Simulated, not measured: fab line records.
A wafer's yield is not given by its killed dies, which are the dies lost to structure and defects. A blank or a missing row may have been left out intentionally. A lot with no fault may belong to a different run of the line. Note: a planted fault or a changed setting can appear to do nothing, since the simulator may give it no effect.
Which tool did it? | flow sky130 | 15 lots with 45 wafers sampled at 7 steps, on a route of 708 steps

WHAT EACH GAUGE READ, for each wafer
SKY_SD_N_TW_MEAS_12.
lot  | measured     | on           | SD_N_TW
L223 | day 28 03:31 | filmMetro-04 | 3936 3942 3941
L225 | day 28 16:49 | filmMetro-02 | 3991 3960 3967
L227 | day 29 11:46 | filmMetro-02 | 3986 3997 3994
L230 | day 30 18:28 | filmMetro-04 | 3972 3953 3976
L231 | day 31 05:25 | filmMetro-04 | 3964 3923 3944
L234 | day 31 16:44 | filmMetro-04 | 3925 3936 3940
L235 | day 32 10:03 | filmMetro-04 | 1381 1374 1381
L236 | day 32 19:27 | filmMetro-02 | 1384 1393 1381
L237 | day 32 20:13 | filmMetro-02 | 1390 1386 1391
L238 | day 33 05:40 | filmMetro-03 | 4004 3988 3982
L239 | day 33 17:43 | filmMetro-04 | 3960 3965 3950
L243 | day 35 00:23 | filmMetro-02 | 3952 3960 3981
L244 | day 35 02:53 | filmMetro-04 | 3932 3952 3974
L246 | day 35 06:49 | filmMetro-02 | 3995 3974 3997
L245 | day 35 10:58 | filmMetro-04 | 3940 3962 3949

SKY_SD_N_RS_MEAS_16: measurement is done with a four-point probe.
lot  | measured     | on           | SD_N_RS (ohm/sq)
L223 | day 28 03:49 | filmMetro-03 | 68.44 68.53 68.47
L225 | day 28 17:07 | filmMetro-04 | 68.49 68.48 68.68
L227 | day 29 12:03 | filmMetro-02 | 68.65 68.51 68.59
L230 | day 30 18:44 | filmMetro-02 | 68.84 68.97 68.65
L231 | day 31 05:43 | filmMetro-03 | 68.34 68.57 68.40
L234 | day 31 17:02 | filmMetro-02 | 68.55 68.44 68.63
L235 | day 32 10:20 | filmMetro-02 | 443.81 442.79 444.65
L236 | day 32 19:45 | filmMetro-02 | 442.81 440.93 441.20
L237 | day 32 20:30 | filmMetro-03 | 440.14 441.15 440.89
L238 | day 33 05:57 | filmMetro-04 | 68.58 68.50 68.40
L239 | day 33 18:01 | filmMetro-03 | 68.64 68.56 68.43
L243 | day 35 00:41 | filmMetro-04 | 68.39 68.40 68.30
L244 | day 35 03:11 | filmMetro-04 | 68.41 68.72 68.65
L246 | day 35 07:07 | filmMetro-04 | 68.65 68.63 68.50
L245 | day 35 11:16 | filmMetro-02 | 68.80 68.66 68.73

SKY_SD_N_RS_MEAS_17: measurement is done with a four-point probe.
lot  | measured     | on           | SD_P_RS (ohm/sq)
L223 | day 28 03:56 | filmMetro-03 | 146.8 147.0 147.1
L225 | day 28 17:14 | filmMetro-04 | 146.9 146.8 146.8
L227 | day 29 12:10 | filmMetro-02 | 147.5 147.4 147.4
L230 | day 30 18:52 | filmMetro-02 | 147.2 147.9 147.5
L231 | day 31 05:50 | filmMetro-03 | 146.6 147.0 146.8
L234 | day 31 17:09 | filmMetro-02 | 146.7 146.5 146.9
L238 | day 33 06:04 | filmMetro-04 | 147.0 146.9 147.0
L239 | day 33 18:08 | filmMetro-03 | 146.6 147.0 146.8
L243 | day 35 00:49 | filmMetro-04 | 146.0 146.2 146.5
L244 | day 35 03:19 | filmMetro-04 | 147.0 146.5 147.2
L246 | day 35 07:14 | filmMetro-04 | 147.1 147.3 147.1
L245 | day 35 11:23 | filmMetro-02 | 147.6 147.2 147.5

SKY_LI_CONTACT_BOW_MEAS_03.
lot  | measured     | on           | LI_CONTACT_BOW (um)
L223 | day 28 04:40 | filmMetro-03 | 49 57 49
L225 | day 28 17:58 | filmMetro-02 | 74 50 59
L227 | day 29 12:53 | filmMetro-04 | 43 61 51
L230 | day 30 19:35 | filmMetro-04 | 47 53 56
L231 | day 31 06:34 | filmMetro-04 | 65 57 53
L234 | day 31 17:52 | filmMetro-02 | 58 67 56
L238 | day 33 06:47 | filmMetro-04 | 48 51 42
L239 | day 33 18:52 | filmMetro-03 | 51 56 48
L243 | day 35 01:33 | filmMetro-04 | 38 48 69
L244 | day 35 04:02 | filmMetro-02 | 59 52 46
L246 | day 35 08:04 | filmMetro-02 | 44 48 48
L245 | day 35 12:07 | filmMetro-03 | 60 52 68

TOOL THAT RAN EACH LOT (tool first, then ch and the chambers of the sampled wafers, then the start)
lot  | SKY_SD_P_STRIP_10                   | SKY_SD_N_IMPLANT_09             | SKY_SD_N_STRIP_11
L223 | plasmaAsher-02 ch 0,1, day 25 17:25 | implanter-04 ch 0, day 28 03:08 | plasmaAsher-03 ch 0,1, day 28 03:25
L225 | plasmaAsher-03 ch 0,1, day 26 07:12 | implanter-01 ch 0, day 28 16:28 | plasmaAsher-03 ch 0,1, day 28 16:43
L227 | plasmaAsher-02 ch 0, day 27 01:37   | implanter-01 ch 0, day 29 11:22 | plasmaAsher-03 ch 0,1, day 29 11:40
L230 | plasmaAsher-02 ch 0,1, day 28 10:34 | implanter-01 ch 0, day 30 18:04 | plasmaAsher-01 ch 0,1, day 30 18:22
L231 | plasmaAsher-01 ch 0,1, day 28 20:22 | implanter-04 ch 0, day 31 05:02 | plasmaAsher-04 ch 0,1, day 31 05:19
L234 | plasmaAsher-02 ch 0,1, day 29 08:15 | implanter-03 ch 0, day 31 16:22 | plasmaAsher-01 ch 0,1, day 31 16:38
L235 | plasmaAsher-03 ch 0,1, day 30 03:14 | implanter-01, day 32 09:39      | plasmaAsher-03 ch 0,1, day 32 09:57
L236 | plasmaAsher-02 ch 0,1, day 30 11:21 | implanter-03, day 32 19:05      | plasmaAsher-04 ch 0,1, day 32 19:22
L237 | plasmaAsher-01 ch 0,1, day 30 13:58 | implanter-01, day 32 19:49      | plasmaAsher-01 ch 0,1, day 32 20:07
L238 | plasmaAsher-03 ch 0,1, day 30 23:07 | implanter-03 ch 0, day 33 05:16 | plasmaAsher-03 ch 0,1, day 33 05:34
L239 | plasmaAsher-01 ch 0,1, day 31 10:52 | implanter-03 ch 0, day 33 17:20 | plasmaAsher-03 ch 0,1, day 33 17:37
L243 | plasmaAsher-03 ch 0,1, day 32 19:07 | implanter-01 ch 0, day 35 00:01 | plasmaAsher-01 ch 0,1, day 35 00:17
L244 | plasmaAsher-03 ch 0,1, day 32 21:39 | implanter-04 ch 0, day 35 02:31 | plasmaAsher-01 ch 0,1, day 35 02:48
L246 | plasmaAsher-03 ch 0,1, day 33 01:13 | implanter-03 ch 0, day 35 06:26 | plasmaAsher-01 ch 1, day 35 06:43
L245 | plasmaAsher-02 ch 0,1, day 33 05:43 | implanter-01 ch 0, day 35 10:35 | plasmaAsher-04 ch 0,1, day 35 10:52
- SKY_SD_P_STRIP_10: strips in O2/N2.
- SKY_SD_N_IMPLANT_09
- SKY_SD_N_STRIP_11: strips in O2/N2.

AS READ BY THE TOOLS THEMSELVES (means over the sampled wafers that have a number; for cases with no such wafer, the mark the record gives instead)
SKY_SD_P_STRIP_10.
lot  | tool           | drypumpMotorCurrentA (A) | oesProductAu (a.u.) | stripTimeToEndpointS (s)
L223 | plasmaAsher-02 | 5.2                      | 0.617               | 17.48
L225 | plasmaAsher-03 | 5.4                      | 0.615               | 17.47
L227 | plasmaAsher-02 | 5.3                      | 0.619               | 17.51
L230 | plasmaAsher-02 | 5.2                      | 0.618               | 17.51
L231 | plasmaAsher-01 | 6.4                      | 0.619               | 17.49
L234 | plasmaAsher-02 | 5.2                      | 0.615               | 17.51
L235 | plasmaAsher-03 | 5.4                      | 0.622               | 17.48
L236 | plasmaAsher-02 | 5.2                      | 0.616               | 17.50
L237 | plasmaAsher-01 | 6.4                      | 0.618               | 17.48
L238 | plasmaAsher-03 | 5.5                      | 0.614               | 17.54
L239 | plasmaAsher-01 | 6.4                      | 0.620               | 17.48
L243 | plasmaAsher-03 | 5.4                      | 0.616               | 17.49
L244 | plasmaAsher-03 | 5.4                      | 0.623               | 17.50
L246 | plasmaAsher-03 | 5.4                      | 0.616               | 17.41
L245 | plasmaAsher-02 | 5.2                      | 0.615               | 17.46

SKY_SD_N_IMPLANT_09.
lot  | tool         | beamEnergyKeV | beamOnS (s)
L223 | implanter-04 | 49.992        | 17.6
L225 | implanter-01 | 49.992        | 18.3
L227 | implanter-01 | 49.997        | 18.3
L230 | implanter-01 | 49.988        | 18.3
L231 | implanter-04 | 49.988        | 17.1
L234 | implanter-03 | 49.979        | 17.7
L235 | implanter-01 | -             | -
L236 | implanter-03 | -             | -
L237 | implanter-01 | -             | -
L238 | implanter-03 | 50.029        | 18.2
L239 | implanter-03 | 50.000        | 17.9
L243 | implanter-01 | 50.027        | 18.0
L244 | implanter-04 | 49.992        | 17.1
L246 | implanter-03 | 50.001        | 17.7
L245 | implanter-01 | 49.982        | 18.4

SKY_SD_N_STRIP_11.
lot  | tool           | drypumpMotorCurrentA (A) | oesProductAu (a.u.) | stripTimeToEndpointS (s)
L223 | plasmaAsher-03 | 5.4                      | 0.524               | 22.57
L225 | plasmaAsher-03 | 5.4                      | 0.529               | 22.48
L227 | plasmaAsher-03 | 5.4                      | 0.524               | 22.54
L230 | plasmaAsher-01 | 6.1                      | 0.521               | 22.51
L231 | plasmaAsher-04 | 5.8                      | 0.527               | 22.56
L234 | plasmaAsher-01 | 6.5                      | 0.525               | 22.54
L235 | plasmaAsher-03 | 5.4                      | 0.717               | 14.20
L236 | plasmaAsher-04 | 6.0                      | 0.717               | 14.13
L237 | plasmaAsher-01 | 6.5                      | 0.714               | 14.16
L238 | plasmaAsher-03 | 5.5                      | 0.522               | 22.56
L239 | plasmaAsher-03 | 5.5                      | 0.526               | 22.50
L243 | plasmaAsher-01 | 6.1                      | 0.530               | 22.54
L244 | plasmaAsher-01 | 6.1                      | 0.526               | 22.49
L246 | plasmaAsher-01 | 5.8                      | 0.523               | 22.43
L245 | plasmaAsher-04 | 6.0                      | 0.520               | 22.51

THE ANSWER, worked out from the rows above alone
Rule: usual is defined by the lots themselves. The widest of any qualifying gaps counts: lots, ordered by their means at a reading, are off when they make up no more than a third of the lots, leave a main group of 4 or more, and stand apart from it by 3 or more times the standard deviation of that group's means. Not used: any main group whose means are identical at the precision the tables above print for the reading. A lot without any number at a reading at which 4 lots or more have one is off too. Where the step has rows for the other lots, those lots are counted as sound. First the gauges in route order, then the tools' own readings, where a lot's mean is used as printed above. The first step at which some lot is off is used, and at that step the reading that is off furthest; a lot without a number counts as furthest.
Off: L235, L236, L237, at SKY_SD_N_TW_MEAS_12 (SD_N_TW). Main group: mean 3963, sd 19.
A tool fits if, at a process step before that reading, it ran every lot that is off, and no sound lot after the first of them. The gauges at SKY_SD_N_TW_MEAS_12 aren't tried: what is off there is off at SKY_SD_N_IMPLANT_09 too, on other tools, and a gauge's error can't cause that. Not one of the candidates tried fits.

WHAT WAS PUT IN BY THE SIMULATOR
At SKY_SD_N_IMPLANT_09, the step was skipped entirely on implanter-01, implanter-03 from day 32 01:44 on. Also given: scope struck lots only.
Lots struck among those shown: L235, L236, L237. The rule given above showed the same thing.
